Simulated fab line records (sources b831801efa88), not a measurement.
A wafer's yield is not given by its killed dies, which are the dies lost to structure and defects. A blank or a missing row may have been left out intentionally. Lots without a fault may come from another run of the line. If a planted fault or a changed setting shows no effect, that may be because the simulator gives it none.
8D (eight disciplines) problem report, filled in by code / flow sfq line / the parts of the form that need people (team, actions taken, sign-off) are left out

## 1. THE ISSUE
SFQ_TRILAYER_I3_VIA_BARC_OPEN_VIA_ETCH_121, rf fwd power W: mean 412.7 W over 1 wafer from 1 lot; wafers with no fault: 494.4 W, standard deviation 2. That is -41 standard deviations from the usual mean.
The step: etches BARC in O2, target depth 125 nm, time 41.7 s.
Seen first at day 54 08:05 on rie diel-01, wafer L954.6. At this step, 15 wafers from 5 lots have a number in the record. The rule behind "out" and "out of limits": a value lying over 4 standard deviations away from the usual mean. All remaining wafers that have a number are taken as sound.

## 2. WHAT IT IS, AND WHAT IT ISN'T
question=which readings at this step | is=rf fwd power W | is not=drypump motor current A, oes product au
question=which lots | is=L954 | is not=L944, L951, L955, L967
question=which wafers of those lots | is=L954.6 | is not=L954.4, L954.5
question=read on which tools | is=rie diel-01 | is not=rie diel-02, rie diel-04
question=when | is=from day 54 08:05 | is not=up to then (8 sound wafers); but 6 sound wafers of L955, L967 came after

## 3. WHAT RULES OUT EACH SUSPECT
Counting: a tool at a process step up to the reading stays a suspect if it ran every lot that is out. Sound lots after the first of them don't rule it out here, since some wafers of a struck lot are sound.
- pecvd-04 at SFQ_TRILAYER_I3_DEP_PECVD_081 (deposits SiO2 from SiH4/N2O, time 111.11 s, target thk 500 nm): kept. It ran the lot that is out, L954 (day 48 05:10); its last sound lot up to then is L951 (day 47 19:32).
- cmp-01 at SFQ_TRILAYER_I3_CMP_CMP_082 (polishes SiO2): kept. It ran the lot that is out, L954 (day 49 05:31); its last sound lot up to then is L951 (day 48 20:31).
- film metro-02 at SFQ_TRILAYER_I3_METRO_MEASURE_083: kept. It ran the lot that is out, L954 (day 49 09:14).
- rie diel-01 at SFQ_TRILAYER_I3_VIA_BARC_OPEN_VIA_ETCH_121 (etches BARC in O2, target depth 125 nm, time 41.7 s): kept. It ran the lot that is out, L954 (day 54 08:05); its last sound lot up to then is L951 (day 53 23:41). Its own readings are out on those wafers: rf fwd power W.
- pecvd-04, SFQ_TRILAYER_I3_DEP_PECVD_081: wafers that are out in chamber 2, sound lot-mates in chambers 0, 1.
- Within cmp-01 at SFQ_TRILAYER_I3_CMP_CMP_082: the wafers that are out ran in chamber 3; their sound lot-mates ran in chamber 2.
- Within rie diel-01 at SFQ_TRILAYER_I3_VIA_BARC_OPEN_VIA_ETCH_121: the wafers that are out ran in chamber 3; their sound lot-mates ran in chamber 2.
Left after counting: pecvd-04 at SFQ_TRILAYER_I3_DEP_PECVD_081, cmp-01 at SFQ_TRILAYER_I3_CMP_CMP_082, film metro-02 at SFQ_TRILAYER_I3_METRO_MEASURE_083, rie diel-01 at SFQ_TRILAYER_I3_VIA_BARC_OPEN_VIA_ETCH_121.

## 4. THE CAUSE (what the simulator had put in)
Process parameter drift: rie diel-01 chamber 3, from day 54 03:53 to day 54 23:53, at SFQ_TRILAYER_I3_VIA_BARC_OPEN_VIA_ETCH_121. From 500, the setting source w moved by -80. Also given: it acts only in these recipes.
After counting, 4 suspects remain, this tool included.

## 5. SEQUENCE OF EFFECTS, ordered by route
One row per reading whose mean, taken over the struck wafers that have a number, lies over 3 standard deviations from the usual. Only readings for which the record gives a usual standard deviation are gone through. hours: the time from each lot's start at the first step in this table that gives one to its start at this step, as a median over the lots. sigmas: the change in usual standard deviations.
hours=0; step=SFQ_TRILAYER_I3_VIA_BARC_OPEN_VIA_ETCH_121; reading=rf fwd power W; usual=494.4 W; on struck wafers=412.7; change=-81.7; sigmas=-41
The process steps in it:
- SFQ_TRILAYER_I3_VIA_BARC_OPEN_VIA_ETCH_121: etches BARC in O2, target depth 125 nm, time 41.7 s.

## 6. HOW IT WOULD HAVE BEEN CAUGHT EARLIER
In this record the first reading out of limits was taken at day 54 08:05, 4 hours after the fault began at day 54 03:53.
